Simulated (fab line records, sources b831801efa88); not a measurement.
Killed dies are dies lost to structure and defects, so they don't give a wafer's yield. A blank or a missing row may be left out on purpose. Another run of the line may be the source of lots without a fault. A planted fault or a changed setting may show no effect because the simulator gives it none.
fab line records || flow sky130
record {"lots": 6, "wafers": 18, "lastDay": 49}
route steps=708 shown VT_ADJUST_LVTN@113 VT_ADJUST_NCORE@119 PAD_OPEN@708
lots that met no fault: taken from a fault-free run of the same line
startH: hours from the record's opening day to when the first of the lot's shown wafers began || waitH: how many hours have passed since the lot's step before this one || " repeats the value in the row above || L1.1+2: a single row standing in for several wafers || - no value, or no start given || * or withheld: withheld || < > ~ a bound
route shown NAME@n: NAME is a module with steps in the file, n the number in the route of the first one || usual: mean/standard deviation taken from wafers without a fault || same: alike in all rows || chamber/n: place in a boat || sites: the reading at each site || _std_site: the standard deviation of these || _edge_site: the outer-site mean with the inner-site mean subtracted || radiusMm: for every site, how far away it sits from the centre of the wafer || mask NAME#n: copy n || behind: tool/chamber where the wafer was last shaped || hold: the reason the lot was held/the length of the hold in hours/how it ended || device: the transistor (n, p or np) that didn't switch || end of line: at the end of the route, the tests of the same wafers || a step with no rows: only its recipe || killed: count of dies lost to structure and defects at first sort (not the wafer's yield) || map: shows each die of a wafer: x if killed, . if not, _ if none is there
set.NAME: the setting as run; set.NAME@STEP: as run at that earlier step || model.NAME: the simulator's own value behind a step, which no gauge read
lots at some steps of the route; a table a step, a row a wafer
services: from which hour (startH, from the record's first day; less than 0 if before it) a tool's chamber was out of use, for how many hours, and why
## steps
# step SKY_VT_ADJUST_LVTN_PEB_16
# recipe {"tempC": "withheld", "timeS": "*", "resist": "NOVOLAK"}
# step SKY_VT_ADJUST_LVTN_DEVELOP_17
# recipe {"resist": "NOVOLAK", "developer": "TMAH", "developTimeS": 60, "devTempC": 23}
# step SKY_VT_ADJUST_LVTN_OVL_MEAS_18
# usual {"VT_ADJUST_LVTN_01_OVL": "-0.3/1.4"}
{"lot.wafer": "L448.2", "tool": "overlay-02", "chamber": "-", "startH": 158.40, "waitH": 0.1, "VT_ADJUST_LVTN_01_OVL[nm]": -0.2}
{"lot.wafer": "L448.3", "tool": "overlay-02", "chamber": "-", "startH": 158.40, "waitH": 0.1, "VT_ADJUST_LVTN_01_OVL[nm]": 0.7}
{"lot.wafer": "L448.5", "tool": "overlay-02", "chamber": "-", "startH": 158.40, "waitH": 0.1, "VT_ADJUST_LVTN_01_OVL[nm]": -0.5}
{"lot.wafer": "L457.1", "tool": "overlay-02", "chamber": "-", "startH": 219.49, "waitH": 0.1, "VT_ADJUST_LVTN_01_OVL[nm]": -0.7}
{"lot.wafer": "L457.2", "tool": "overlay-02", "chamber": "-", "startH": 219.49, "waitH": 0.1, "VT_ADJUST_LVTN_01_OVL[nm]": 0.7}
{"lot.wafer": "L457.4", "tool": "overlay-02", "chamber": "-", "startH": 219.49, "waitH": 0.1, "VT_ADJUST_LVTN_01_OVL[nm]": -1.2}
{"lot.wafer": "L458.3", "tool": "overlay-01", "chamber": "-", "startH": 224.33, "waitH": 0.1, "VT_ADJUST_LVTN_01_OVL[nm]": 1.0}
{"lot.wafer": "L458.4", "tool": "overlay-01", "chamber": "-", "startH": 224.33, "waitH": 0.1, "VT_ADJUST_LVTN_01_OVL[nm]": -0.4}
{"lot.wafer": "L458.6", "tool": "overlay-01", "chamber": "-", "startH": 224.33, "waitH": 0.1, "VT_ADJUST_LVTN_01_OVL[nm]": 0.2}
{"lot.wafer": "L459.2", "tool": "overlay-02", "chamber": "-", "startH": 233.75, "waitH": 0.1, "VT_ADJUST_LVTN_01_OVL[nm]": -1.7}
{"lot.wafer": "L459.4", "tool": "overlay-02", "chamber": "-", "startH": 233.75, "waitH": 0.1, "VT_ADJUST_LVTN_01_OVL[nm]": -2.3}
{"lot.wafer": "L459.5", "tool": "overlay-02", "chamber": "-", "startH": 233.75, "waitH": 0.1, "VT_ADJUST_LVTN_01_OVL[nm]": -0.1}
{"lot.wafer": "L461.3", "tool": "overlay-02", "chamber": "-", "startH": 245.81, "waitH": 0.1, "VT_ADJUST_LVTN_01_OVL[nm]": -0.4}
{"lot.wafer": "L461.5", "tool": "overlay-02", "chamber": "-", "startH": 245.81, "waitH": 0.1, "VT_ADJUST_LVTN_01_OVL[nm]": -1.2}
{"lot.wafer": "L461.6", "tool": "overlay-02", "chamber": "-", "startH": 245.81, "waitH": 0.1, "VT_ADJUST_LVTN_01_OVL[nm]": -1.1}
{"lot.wafer": "L468.1", "tool": "overlay-02", "chamber": "-", "startH": 300.92, "waitH": 0.1, "VT_ADJUST_LVTN_01_OVL[nm]": -2.9}
{"lot.wafer": "L468.2", "tool": "overlay-02", "chamber": "-", "startH": 300.92, "waitH": 0.1, "VT_ADJUST_LVTN_01_OVL[nm]": -3.7}
{"lot.wafer": "L468.4", "tool": "overlay-02", "chamber": "-", "startH": 300.92, "waitH": 0.1, "VT_ADJUST_LVTN_01_OVL[nm]": -3.2}
# step SKY_VT_ADJUST_LVTN_IMPLANT_19
# recipe {"species": "B", "energyKev": 30, "doseCm2": 6.5e+11, "tiltDeg": "withheld"}
# step SKY_VT_ADJUST_LVTN_STRIP_20
# recipe {"chemistry": "O2/N2", "powerW": 1400, "pressureMtorr": 1500, "platenTempC": "withheld", "o2FlowSccm": 3000, "n2FlowSccm": 300, "overashFraction": 0.5}
# usual {"drypumpMotorCurrentA": "5.9/0.58", "oesProductAu": "0.715/0.0051", "stripTimeToEndpointS": "14.17/0.035"}
{"lot.wafer": "L448.2", "tool": "plasmaAsher-04", "chamber": 1, "startH": 158.58, "waitH": 0.1, "drypumpMotorCurrentA": 5.7, "oesProductAu": 0.714, "rfHoursCounterH": 35, "stripTimeToEndpointS": 14.14}
{"lot.wafer": "L448.3", "tool": "plasmaAsher-04", "chamber": 0, "startH": 158.58, "waitH": 0.1, "drypumpMotorCurrentA": 6.6, "oesProductAu": 0.717, "rfHoursCounterH": "-", "stripTimeToEndpointS": 14.17}
{"lot.wafer": "L448.5", "tool": "plasmaAsher-04", "chamber": 0, "startH": 158.58, "waitH": 0.1, "drypumpMotorCurrentA": 6.6, "oesProductAu": 0.713, "rfHoursCounterH": "-", "stripTimeToEndpointS": 14.19}
{"lot.wafer": "L457.1", "tool": "plasmaAsher-03", "chamber": 1, "startH": 219.68, "waitH": 0.1, "drypumpMotorCurrentA": 5.7, "oesProductAu": 0.706, "rfHoursCounterH": 52, "stripTimeToEndpointS": 14.24}
{"lot.wafer": "L457.2", "tool": "plasmaAsher-03", "chamber": 0, "startH": 219.68, "waitH": 0.1, "drypumpMotorCurrentA": 6.3, "oesProductAu": 0.716, "rfHoursCounterH": 52, "stripTimeToEndpointS": 14.21}
{"lot.wafer": "L457.4", "tool": "plasmaAsher-03", "chamber": 1, "startH": 219.68, "waitH": 0.1, "drypumpMotorCurrentA": 5.7, "oesProductAu": 0.712, "rfHoursCounterH": "-", "stripTimeToEndpointS": 14.27}
{"lot.wafer": "L458.3", "tool": "plasmaAsher-01", "chamber": 1, "startH": 224.54, "waitH": 0.1, "drypumpMotorCurrentA": 6.3, "oesProductAu": 0.719, "rfHoursCounterH": "-", "stripTimeToEndpointS": 14.10}
{"lot.wafer": "L458.4", "tool": "plasmaAsher-01", "chamber": 0, "startH": 224.54, "waitH": 0.1, "drypumpMotorCurrentA": 4.9, "oesProductAu": 0.706, "rfHoursCounterH": "-", "stripTimeToEndpointS": 14.17}
{"lot.wafer": "L458.6", "tool": "plasmaAsher-01", "chamber": 1, "startH": 224.54, "waitH": 0.1, "drypumpMotorCurrentA": 6.3, "oesProductAu": 0.728, "rfHoursCounterH": "-", "stripTimeToEndpointS": 14.19}
{"lot.wafer": "L459.2", "tool": "plasmaAsher-03", "chamber": 0, "startH": 233.93, "waitH": 0.1, "drypumpMotorCurrentA": 6.3, "oesProductAu": 0.720, "rfHoursCounterH": 54, "stripTimeToEndpointS": 14.21}
{"lot.wafer": "L459.4", "tool": "plasmaAsher-03", "chamber": 0, "startH": 233.93, "waitH": 0.1, "drypumpMotorCurrentA": 6.3, "oesProductAu": 0.720, "rfHoursCounterH": "-", "stripTimeToEndpointS": 14.18}
{"lot.wafer": "L459.5", "tool": "plasmaAsher-03", "chamber": 0, "startH": 233.93, "waitH": 0.1, "drypumpMotorCurrentA": 6.3, "oesProductAu": 0.720, "rfHoursCounterH": "-", "stripTimeToEndpointS": 14.15}
{"lot.wafer": "L461.3", "tool": "plasmaAsher-01", "chamber": 1, "startH": 246.02, "waitH": 0.1, "drypumpMotorCurrentA": 6.3, "oesProductAu": 0.725, "rfHoursCounterH": "-", "stripTimeToEndpointS": 14.16}
{"lot.wafer": "L461.5", "tool": "plasmaAsher-01", "chamber": 0, "startH": 246.02, "waitH": 0.1, "drypumpMotorCurrentA": 4.9, "oesProductAu": 0.720, "rfHoursCounterH": "-", "stripTimeToEndpointS": 14.17}
{"lot.wafer": "L461.6", "tool": "plasmaAsher-01", "chamber": 1, "startH": 246.02, "waitH": 0.1, "drypumpMotorCurrentA": 6.3, "oesProductAu": 0.719, "rfHoursCounterH": "-", "stripTimeToEndpointS": 14.11}
{"lot.wafer": "L468.1", "tool": "plasmaAsher-04", "chamber": 0, "startH": 301.10, "waitH": 0.1, "drypumpMotorCurrentA": 6.6, "oesProductAu": 0.708, "rfHoursCounterH": 49, "stripTimeToEndpointS": 14.17}
{"lot.wafer": "L468.2", "tool": "plasmaAsher-04", "chamber": 1, "startH": 301.10, "waitH": 0.1, "drypumpMotorCurrentA": 5.7, "oesProductAu": 0.707, "rfHoursCounterH": 49, "stripTimeToEndpointS": 14.21}
{"lot.wafer": "L468.4", "tool": "plasmaAsher-04", "chamber": 1, "startH": 301.10, "waitH": 0.1, "drypumpMotorCurrentA": 5.8, "oesProductAu": 0.713, "rfHoursCounterH": "-", "stripTimeToEndpointS": 14.18}
# step SKY_VT_ADJUST_LVTN_TW_MEAS_21
# usual {"VT_ADJUST_LVTN_2_TW": "188.1/2.1"}
{"lot.wafer": "L448.2", "tool": "filmMetro-01", "chamber": "-", "startH": 158.69, "waitH": 0.1, "VT_ADJUST_LVTN_2_TW": 185.2}
{"lot.wafer": "L448.3", "tool": "filmMetro-01", "chamber": "-", "startH": 158.69, "waitH": 0.1, "VT_ADJUST_LVTN_2_TW": 184.6}
{"lot.wafer": "L448.5", "tool": "filmMetro-01", "chamber": "-", "startH": 158.69, "waitH": 0.1, "VT_ADJUST_LVTN_2_TW": 184.7}
{"lot.wafer": "L457.1", "tool": "filmMetro-04", "chamber": "-", "startH": 219.78, "waitH": 0.1, "VT_ADJUST_LVTN_2_TW": 189.2}
{"lot.wafer": "L457.2", "tool": "filmMetro-04", "chamber": "-", "startH": 219.78, "waitH": 0.1, "VT_ADJUST_LVTN_2_TW": 189.2}
{"lot.wafer": "L457.4", "tool": "filmMetro-04", "chamber": "-", "startH": 219.78, "waitH": 0.1, "VT_ADJUST_LVTN_2_TW": 189.3}
{"lot.wafer": "L458.3", "tool": "filmMetro-01", "chamber": "-", "startH": 224.62, "waitH": 0.1, "VT_ADJUST_LVTN_2_TW": 185.2}
{"lot.wafer": "L458.4", "tool": "filmMetro-01", "chamber": "-", "startH": 224.62, "waitH": 0.1, "VT_ADJUST_LVTN_2_TW": 184.4}
{"lot.wafer": "L458.6", "tool": "filmMetro-01", "chamber": "-", "startH": 224.62, "waitH": 0.1, "VT_ADJUST_LVTN_2_TW": 184.3}
{"lot.wafer": "L459.2", "tool": "filmMetro-01", "chamber": "-", "startH": 234.04, "waitH": 0.1, "VT_ADJUST_LVTN_2_TW": 184.4}
{"lot.wafer": "L459.4", "tool": "filmMetro-01", "chamber": "-", "startH": 234.04, "waitH": 0.1, "VT_ADJUST_LVTN_2_TW": 184.5}
{"lot.wafer": "L459.5", "tool": "filmMetro-01", "chamber": "-", "startH": 234.04, "waitH": 0.1, "VT_ADJUST_LVTN_2_TW": 185.6}
{"lot.wafer": "L461.3", "tool": "filmMetro-01", "chamber": "-", "startH": 246.10, "waitH": 0.1, "VT_ADJUST_LVTN_2_TW": 185.9}
{"lot.wafer": "L461.5", "tool": "filmMetro-01", "chamber": "-", "startH": 246.10, "waitH": 0.1, "VT_ADJUST_LVTN_2_TW": 185.7}
{"lot.wafer": "L461.6", "tool": "filmMetro-01", "chamber": "-", "startH": 246.10, "waitH": 0.1, "VT_ADJUST_LVTN_2_TW": 185.2}
{"lot.wafer": "L468.1", "tool": "filmMetro-02", "chamber": "-", "startH": 301.20, "waitH": 0.1, "VT_ADJUST_LVTN_2_TW": 188.8}
{"lot.wafer": "L468.2", "tool": "filmMetro-02", "chamber": "-", "startH": 301.20, "waitH": 0.1, "VT_ADJUST_LVTN_2_TW": 189.2}
{"lot.wafer": "L468.4", "tool": "filmMetro-02", "chamber": "-", "startH": 301.20, "waitH": 0.1, "VT_ADJUST_LVTN_2_TW": 189.0}
# step SKY_VT_ADJUST_NCORE_DEHYDRATE_00
# recipe {"tempC": 200, "timeS": 60}
# step SKY_VT_ADJUST_NCORE_HMDS_01
# recipe {"primeTimeS": 60, "primeTempC": 120}
# step SKY_VT_ADJUST_NCORE_COAT_02
# recipe {"resist": "NOVOLAK", "spinRpm": 3000, "resistThkNm": 1140}
# step SKY_VT_ADJUST_NCORE_SOFTBAKE_03
# recipe {"tempC": 90, "timeS": 60, "resist": "NOVOLAK"}
# step SKY_VT_ADJUST_NCORE_EXPOSE_04
# recipe {"maskId": "LVTN_COMPLEMENT_THIN", "na": 0.6, "sourceShape": "conventional", "sigmaOuter": 0.6, "polarization": "unpolarized", "targetCdNm": 380, "doseMj": 139}
# step SKY_VT_ADJUST_NCORE_PEB_05
# recipe {"tempC": "withheld", "timeS": "*", "resist": "NOVOLAK"}
# step SKY_VT_ADJUST_NCORE_DEVELOP_06
# recipe {"resist": "NOVOLAK", "developer": "TMAH", "developTimeS": 60, "devTempC": 23}
# usual {"resistLineTempC": "23.00/0.1"}
{"lot.wafer": "L448.2", "tool": "lithoTrack-03", "chamber": 0, "startH": 177.42, "waitH": 0.1, "resistLineTempC": 23.04}
{"lot.wafer": "L448.3", "tool": "lithoTrack-03", "chamber": 0, "startH": 177.42, "waitH": 0.1, "resistLineTempC": 22.99}
{"lot.wafer": "L448.5", "tool": "lithoTrack-03", "chamber": 0, "startH": 177.42, "waitH": 0.1, "resistLineTempC": 23.02}
{"lot.wafer": "L457.1", "tool": "lithoTrack-03", "chamber": 0, "startH": 242.65, "waitH": 0.1, "resistLineTempC": 22.79}
{"lot.wafer": "L457.2", "tool": "lithoTrack-03", "chamber": 0, "startH": 242.65, "waitH": 0.1, "resistLineTempC": 22.94}
{"lot.wafer": "L457.4", "tool": "lithoTrack-03", "chamber": 0, "startH": 242.65, "waitH": 0.1, "resistLineTempC": 22.92}
{"lot.wafer": "L458.3", "tool": "lithoTrack-03", "chamber": 0, "startH": 247.85, "waitH": 0.1, "resistLineTempC": 22.99}
{"lot.wafer": "L458.4", "tool": "lithoTrack-03", "chamber": 0, "startH": 247.85, "waitH": 0.1, "resistLineTempC": 23.05}
{"lot.wafer": "L458.6", "tool": "lithoTrack-03", "chamber": 0, "startH": 247.85, "waitH": 0.1, "resistLineTempC": 23.04}
{"lot.wafer": "L459.2", "tool": "lithoTrack-02", "chamber": 0, "startH": 257.47, "waitH": 0.1, "resistLineTempC": 22.96}
{"lot.wafer": "L459.4", "tool": "lithoTrack-02", "chamber": 0, "startH": 257.47, "waitH": 0.1, "resistLineTempC": 22.89}
{"lot.wafer": "L459.5", "tool": "lithoTrack-02", "chamber": 0, "startH": 257.47, "waitH": 0.1, "resistLineTempC": 22.97}
{"lot.wafer": "L461.3", "tool": "lithoTrack-03", "chamber": 0, "startH": 269.90, "waitH": 0.1, "resistLineTempC": 22.92}
{"lot.wafer": "L461.5", "tool": "lithoTrack-03", "chamber": 0, "startH": 269.90, "waitH": 0.1, "resistLineTempC": 23.02}
{"lot.wafer": "L461.6", "tool": "lithoTrack-03", "chamber": 0, "startH": 269.90, "waitH": 0.1, "resistLineTempC": 22.99}
{"lot.wafer": "L468.1", "tool": "lithoTrack-02", "chamber": 0, "startH": 327.45, "waitH": 0.1, "resistLineTempC": 23.14}
{"lot.wafer": "L468.2", "tool": "lithoTrack-02", "chamber": 0, "startH": 327.45, "waitH": 0.1, "resistLineTempC": 23.20}
{"lot.wafer": "L468.4", "tool": "lithoTrack-02", "chamber": 0, "startH": 327.45, "waitH": 0.1, "resistLineTempC": 23.07}
# step SKY_VT_ADJUST_NCORE_CD_MEAS_07
# recipe {"targetCdNm": 380}
# usual {"cdNm": "379.4/1.9"}
{"lot.wafer": "L448.2", "tool": "cdSem-02", "chamber": "-", "startH": 177.57, "waitH": 0.1, "hold": "-", "cdNm": 384.1}
{"lot.wafer": "L448.3", "tool": "cdSem-02", "chamber": "-", "startH": 177.57, "waitH": 0.1, "hold": "-", "cdNm": 382.7}
{"lot.wafer": "L448.5", "tool": "cdSem-02", "chamber": "-", "startH": 177.57, "waitH": 0.1, "hold": "-", "cdNm": 380.4}
{"lot.wafer": "L457.1", "tool": "cdSem-01", "chamber": "-", "startH": 242.80, "waitH": 0.1, "hold": "-", "cdNm": 380.0}
{"lot.wafer": "L457.2", "tool": "cdSem-01", "chamber": "-", "startH": 242.80, "waitH": 0.1, "hold": "-", "cdNm": 379.5}
{"lot.wafer": "L457.4", "tool": "cdSem-01", "chamber": "-", "startH": 242.80, "waitH": 0.1, "hold": "-", "cdNm": 379.8}
{"lot.wafer": "L458.3", "tool": "cdSem-02", "chamber": "-", "startH": 247.99, "waitH": 0.1, "hold": "awaitDispo/0.2h/release", "cdNm": 280.0}
{"lot.wafer": "L458.4", "tool": "cdSem-02", "chamber": "-", "startH": 247.99, "waitH": 0.1, "hold": "awaitDispo/0.2h/release", "cdNm": 281.4}
{"lot.wafer": "L458.6", "tool": "cdSem-02", "chamber": "-", "startH": 247.99, "waitH": 0.1, "hold": "awaitDispo/0.2h/release", "cdNm": 278.2}
{"lot.wafer": "L458.3", "tool": "cdSem-02", "chamber": "-", "startH": 248.27, "waitH": 0.3, "hold": "-", "cdNm": 280.4}
{"lot.wafer": "L458.4", "tool": "cdSem-02", "chamber": "-", "startH": 248.27, "waitH": 0.3, "hold": "-", "cdNm": 280.8}
{"lot.wafer": "L458.6", "tool": "cdSem-02", "chamber": "-", "startH": 248.27, "waitH": 0.3, "hold": "-", "cdNm": 278.4}
{"lot.wafer": "L459.2", "tool": "cdSem-01", "chamber": "-", "startH": 257.62, "waitH": 0.1, "hold": "-", "cdNm": 379.2}
{"lot.wafer": "L459.4", "tool": "cdSem-01", "chamber": "-", "startH": 257.62, "waitH": 0.1, "hold": "-", "cdNm": 379.8}
{"lot.wafer": "L459.5", "tool": "cdSem-01", "chamber": "-", "startH": 257.62, "waitH": 0.1, "hold": "-", "cdNm": 378.4}
{"lot.wafer": "L461.3", "tool": "cdSem-02", "chamber": "-", "startH": 270.04, "waitH": 0.1, "hold": "awaitDispo/0.2h/release", "cdNm": 299.3}
{"lot.wafer": "L461.5", "tool": "cdSem-02", "chamber": "-", "startH": 270.04, "waitH": 0.1, "hold": "awaitDispo/0.2h/release", "cdNm": 298.9}
{"lot.wafer": "L461.6", "tool": "cdSem-02", "chamber": "-", "startH": 270.04, "waitH": 0.1, "hold": "awaitDispo/0.2h/release", "cdNm": 298.8}
{"lot.wafer": "L461.3", "tool": "cdSem-02", "chamber": "-", "startH": 270.32, "waitH": 0.3, "hold": "-", "cdNm": 299.7}
{"lot.wafer": "L461.5", "tool": "cdSem-02", "chamber": "-", "startH": 270.32, "waitH": 0.3, "hold": "-", "cdNm": 298.7}
{"lot.wafer": "L461.6", "tool": "cdSem-02", "chamber": "-", "startH": 270.32, "waitH": 0.3, "hold": "-", "cdNm": 299.3}
{"lot.wafer": "L468.1", "tool": "cdSem-01", "chamber": "-", "startH": 327.60, "waitH": 0.1, "hold": "-", "cdNm": 377.4}
{"lot.wafer": "L468.2", "tool": "cdSem-01", "chamber": "-", "startH": 327.60, "waitH": 0.1, "hold": "-", "cdNm": 379.4}
{"lot.wafer": "L468.4", "tool": "cdSem-01", "chamber": "-", "startH": 327.60, "waitH": 0.1, "hold": "-", "cdNm": 381.4}
# step SKY_VT_ADJUST_NCORE_OVL_MEAS_08
# usual {"VT_ADJUST_NCORE_OVL": "1.6/1.7"}
{"lot.wafer": "L448.2", "tool": "overlay-02", "chamber": "-", "startH": 177.67, "waitH": 0.1, "hold": "-", "VT_ADJUST_NCORE_OVL[nm]": 1.8}
{"lot.wafer": "L448.3", "tool": "overlay-02", "chamber": "-", "startH": 177.67, "waitH": 0.1, "hold": "-", "VT_ADJUST_NCORE_OVL[nm]": 3.1}
{"lot.wafer": "L448.5", "tool": "overlay-02", "chamber": "-", "startH": 177.67, "waitH": 0.1, "hold": "-", "VT_ADJUST_NCORE_OVL[nm]": 2.9}
{"lot.wafer": "L457.1", "tool": "overlay-01", "chamber": "-", "startH": 242.92, "waitH": 0.1, "hold": "-", "VT_ADJUST_NCORE_OVL[nm]": 3.1}
{"lot.wafer": "L457.2", "tool": "overlay-01", "chamber": "-", "startH": 242.92, "waitH": 0.1, "hold": "-", "VT_ADJUST_NCORE_OVL[nm]": 4.6}
{"lot.wafer": "L457.4", "tool": "overlay-01", "chamber": "-", "startH": 242.92, "waitH": 0.1, "hold": "-", "VT_ADJUST_NCORE_OVL[nm]": 3.9}
{"lot.wafer": "L459.2", "tool": "overlay-02", "chamber": "-", "startH": 257.72, "waitH": 0.1, "hold": "-", "VT_ADJUST_NCORE_OVL[nm]": 1.8}
{"lot.wafer": "L459.4", "tool": "overlay-02", "chamber": "-", "startH": 257.72, "waitH": 0.1, "hold": "-", "VT_ADJUST_NCORE_OVL[nm]": 1.2}
{"lot.wafer": "L459.5", "tool": "overlay-02", "chamber": "-", "startH": 257.72, "waitH": 0.1, "hold": "-", "VT_ADJUST_NCORE_OVL[nm]": 3.4}
{"lot.wafer": "L461.3", "tool": "overlay-02", "chamber": "-", "startH": 274.51, "waitH": 4.2, "hold": "awaitDispo/4.1h/release", "VT_ADJUST_NCORE_OVL[nm]": 2.9}
{"lot.wafer": "L461.5", "tool": "overlay-02", "chamber": "-", "startH": 274.51, "waitH": 4.2, "hold": "awaitDispo/4.1h/release", "VT_ADJUST_NCORE_OVL[nm]": 0.1}
{"lot.wafer": "L461.6", "tool": "overlay-02", "chamber": "-", "startH": 274.51, "waitH": 4.2, "hold": "awaitDispo/4.1h/release", "VT_ADJUST_NCORE_OVL[nm]": -1.3}
{"lot.wafer": "L468.1", "tool": "overlay-01", "chamber": "-", "startH": 327.72, "waitH": 0.1, "hold": "-", "VT_ADJUST_NCORE_OVL[nm]": 1.3}
{"lot.wafer": "L468.2", "tool": "overlay-01", "chamber": "-", "startH": 327.72, "waitH": 0.1, "hold": "-", "VT_ADJUST_NCORE_OVL[nm]": 2.8}
{"lot.wafer": "L468.4", "tool": "overlay-01", "chamber": "-", "startH": 327.72, "waitH": 0.1, "hold": "-", "VT_ADJUST_NCORE_OVL[nm]": 3.3}
# step SKY_PAD_OPEN_PROBE_99
# usual {"killed_at_M0_to_M3": "44/7.2", "killed_at_M4_up": "3.4/2.1", "killedAtContacts": "24/5.5", "killedAtFrontEnd": "15/4.6", "killedAtOther": "0.4/0.64", "killedDies": "86/9.1", "killedOpen": "47/7.5", "killedShort": "39/5.8"}
# same {"grossDies": 492, "killedAtBackSide": 0}
{"lot.wafer": "L461.3", "tool": "prober-01", "chamber": "-", "startH": 1148.61, "waitH": 0.2, "killed_at_M0_to_M3": 45, "killed_at_M4_up": 4, "killedAtContacts": 25, "killedAtFrontEnd": 15, "killedAtOther": 1, "killedDies": 90, "killedOpen": 57, "killedShort": 31}
{"lot.wafer": "L461.5", "tool": "prober-01", "chamber": "-", "startH": 1148.71, "waitH": 0.2, "killed_at_M0_to_M3": 44, "killed_at_M4_up": 2, "killedAtContacts": 34, "killedAtFrontEnd": 15, "killedAtOther": 2, "killedDies": 97, "killedOpen": 49, "killedShort": 48}
{"lot.wafer": "L461.6", "tool": "prober-01", "chamber": "-", "startH": 1148.76, "waitH": 0.2, "killed_at_M0_to_M3": 42, "killed_at_M4_up": 1, "killedAtContacts": 28, "killedAtFrontEnd": 11, "killedAtOther": 2, "killedDies": 84, "killedOpen": 51, "killedShort": 31}
# killed by level:class
L461.3 VIA2:geometricParticle:open=10 VIA3:geometricParticle:open=9 LI_CONTACT:geometricParticle:open=8 CONTACT:geometricParticle:open=8 VIA1:geometricParticle:open=6 FIELD_ISO:geometricParticle:open=5 VIA1:geometricParticle:short=5 CONTACT:geometricParticle:short=4
L461.5 CONTACT:geometricParticle:open=13 VIA1:geometricParticle:open=10 METAL1:geometricParticle:short=8 LI_CONTACT:geometricParticle:open=8 VIA3:geometricParticle:open=6 FIELD_ISO:geometricParticle:short=5 LI_CONTACT:geometricParticle:short=4 LOCAL_INTERCONNECT:geometricParticle:short=4
L461.6 VIA1:geometricParticle:open=15 LI_CONTACT:geometricParticle:open=8 VIA2:geometricParticle:open=8 CONTACT:geometricParticle:open=6 LI_CONTACT:geometricParticle:short=5 CONTACT:geometricParticle:short=5 VIA1:geometricParticle:short=5 VIA3:geometricParticle:open=5
## services
{"tool": "plasmaAsher-03", "chamber": "-", "startH": 139.55, "hours": 0.5, "kind": "repair"}
{"tool": "plasmaAsher-01", "chamber": "-", "startH": 155.11, "hours": 2.7, "kind": "repair"}
{"tool": "plasmaAsher-04", "chamber": "-", "startH": 189.10, "hours": 0.4, "kind": "repair"}
{"tool": "plasmaAsher-03", "chamber": "-", "startH": 195.35, "hours": 0.7, "kind": "repair"}
{"tool": "plasmaAsher-03", "chamber": "-", "startH": 270.16, "hours": 0.9, "kind": "repair"}
{"tool": "plasmaAsher-01", "chamber": "-", "startH": 271.65, "hours": 1.9, "kind": "repair"}
{"tool": "plasmaAsher-04", "chamber": "-", "startH": 309.79, "hours": 17.7, "kind": "repair"}
{"tool": "plasmaAsher-01", "chamber": "-", "startH": 311.27, "hours": 0.5, "kind": "repair"}
## key
firstSign {"step": "SKY_VT_ADJUST_NCORE_CD_MEAS_07", "reading": "visit", "direction": "added", "through": "controlLoop"}
effect {"step": "SKY_VT_ADJUST_NCORE_CD_MEAS_07", "reading": "cdNm", "direction": "down", "sigmas": 47, "usual": 379.4, "struck": 289.4, "through": "controlLoop"}
metAt SKY_VT_ADJUST_NCORE_DEVELOP_06
struckWafers L458.3,L458.4,L458.6,L461.3,L461.5,L461.6
scrappedBehind SKY_VT_ADJUST_NCORE_CD_MEAS_07 L458.3,L458.4,L458.6
testerLeftOut L461
loopTrim {"step": "SKY_VT_ADJUST_NCORE_EXPOSE_04", "setting": "dose", "lots": "L461"}
onsetBetween 242.65 247.85
alsoFits SKY_VT_ADJUST_LVTN_STRIP_20:plasmaAsher-01
fault {"kind": "processParameterDrift", "tool": "lithoTrack-03", "chamber": "-", "onsetH": 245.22, "steps": "SKY_VT_ADJUST_NCORE_DEVELOP_06", "channel": "developTimeS", "offset": "*", "shape": "step", "endH": 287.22, "actsIn": "*", "stated": "*"}
# testerLeftOut: of these lots the tester's yield and bins aren't shown, on N5 and GAA mostly nor the transistor test; their killed dies are dies lost to structure and defects alone, not to doping, threshold or leakage, so they don't give the yield
# loopTrim: a control loop set the setting to another value than it would have without faults
